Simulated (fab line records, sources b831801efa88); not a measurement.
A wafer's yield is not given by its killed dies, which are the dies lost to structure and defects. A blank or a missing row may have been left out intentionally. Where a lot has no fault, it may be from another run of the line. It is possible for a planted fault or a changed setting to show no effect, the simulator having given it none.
Problem report, 8D (eight disciplines) form, completed by code    flow gf180mcu    the parts of the form that need people (team, actions taken, sign-off) are left out

1. PROBLEM STATEMENT
PASSIVATION_CVD_00_THK at GF_PASSIVATION_THK_MEAS_01 reads a mean of 1450 nm on 1 wafer of 1 lot; wafers without a fault read 1003 nm with a standard deviation of 13. Relative to the usual mean, that is a shift of +34 standard deviations.
First observed at day 32 05:10: wafer L534.1, on film metro-01. At this step, 33 wafers from 11 lots have a number in the record. By rule, "out" or "out of limits" means more than 4 standard deviations away from the usual mean. Any other wafer with a number is counted as sound.

2. WHAT IT IS; WHAT IT IS NOT
question                     is                      is not
which readings at this step  PASSIVATION_CVD_00_THK  -
which lots                   L534                    L521, L522, L524, L525, L526, L527, L528, L540, L542, L543
which wafers of those lots   L534.1                  L534.2, L534.5
read on which gauges         film metro-01           film metro-04
when                         from day 32 05:10       up to then (23 sound wafers); but 9 sound wafers of L540, L542, L543 came after

3. SUSPECTS, AND WHAT RULES EACH OUT
Counting: a tool at a process step up to the reading stays a suspect if it ran every lot that is out. Sound lots after the first of them don't rule it out here, since some wafers of a struck lot are sound.
- the gauge at GF_PASSIVATION_THK_MEAS_01: ruled out. All the wafers that are out were read on film metro-01, but those of them that GF_PASSIVATION_ETCH_11 has rows for are out there too, on other tools.
- rie metal-02 at GF_MIM_METAL_ETCH_19 (etches the open film in Cl2/BCl3, stops on Si3N4, target depth 324.5 nm, time 54.1 s): kept. It processed L534, the lot that is out, at day 29 19:29, and its most recent sound lot before then was L527 at day 27 06:39.
- plasma asher-01 at GF_TOP_METAL_STRIP_17 (strips in O2/N2): kept. It ran the lot that is out, L534 (day 32 04:31).
- pecvd-04 at GF_PASSIVATION_CVD_00 (deposits SiO2 from TEOS, target thk 1000 nm, time 111.95 s): kept. It processed L534, the lot that is out, at day 32 05:05, and its most recent sound lot before then was L527 at day 29 20:41.
- Within plasma asher-01 at GF_TOP_METAL_STRIP_17: the wafers that are out ran in chamber 0; their sound lot-mates ran in chamber 1.
- In pecvd-04 at GF_PASSIVATION_CVD_00, the wafers that are out were processed in chamber 0 and their sound lot-mates in chambers 1, 2.
Still standing after the count: rie metal-02 at GF_MIM_METAL_ETCH_19, plasma asher-01 at GF_TOP_METAL_STRIP_17, pecvd-04 at GF_PASSIVATION_CVD_00.

4. THE CAUSE (what the simulator had put in)
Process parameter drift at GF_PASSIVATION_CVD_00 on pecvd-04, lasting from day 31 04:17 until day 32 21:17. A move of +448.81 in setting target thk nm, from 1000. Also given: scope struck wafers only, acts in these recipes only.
Counting leaves 3 suspects; this tool is one of them.

5. SEQUENCE OF EFFECTS, ordered by route
Rows list readings where the struck wafers' mean (over those with a number) sits beyond 3 standard deviations from the usual. Only readings whose record carries a usual standard deviation are examined. hours: median over the lots of the time between each lot's start at the first step of this table that gives one and its start at this step. sigmas: the change, counted in usual standard deviations.
hours  step                        reading                 usual       on struck wafers  change  sigmas
0      GF_PASSIVATION_THK_MEAS_01  PASSIVATION_CVD_00_THK  1003 nm     1450              +447    +34
16     GF_PASSIVATION_ETCH_11      oes product au          0.964 a.u.  0.997             +0.033  +4.3
Here are the process steps it includes:
- GF_PASSIVATION_ETCH_11: etches the open film in CF4/O2, stops on TiN, target depth 1800 nm, time 400 s.

6. WHAT WOULD HAVE CAUGHT IT SOONER
The first out-of-limits reading at a measuring or inspecting step in this record came at day 32 05:10, 25 hours after the fault's start at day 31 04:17.
No tool reading at GF_PASSIVATION_CVD_00 that has a usual standard deviation in the record was out on any struck wafer, so an alarm limit of 4 standard deviations on those readings would not have fired.
By day 32 05:10 the whole set of lots that are out, 1 in number, had already begun GF_PASSIVATION_CVD_00 on pecvd-04. Holding the tool at that point would not have protected any of them.
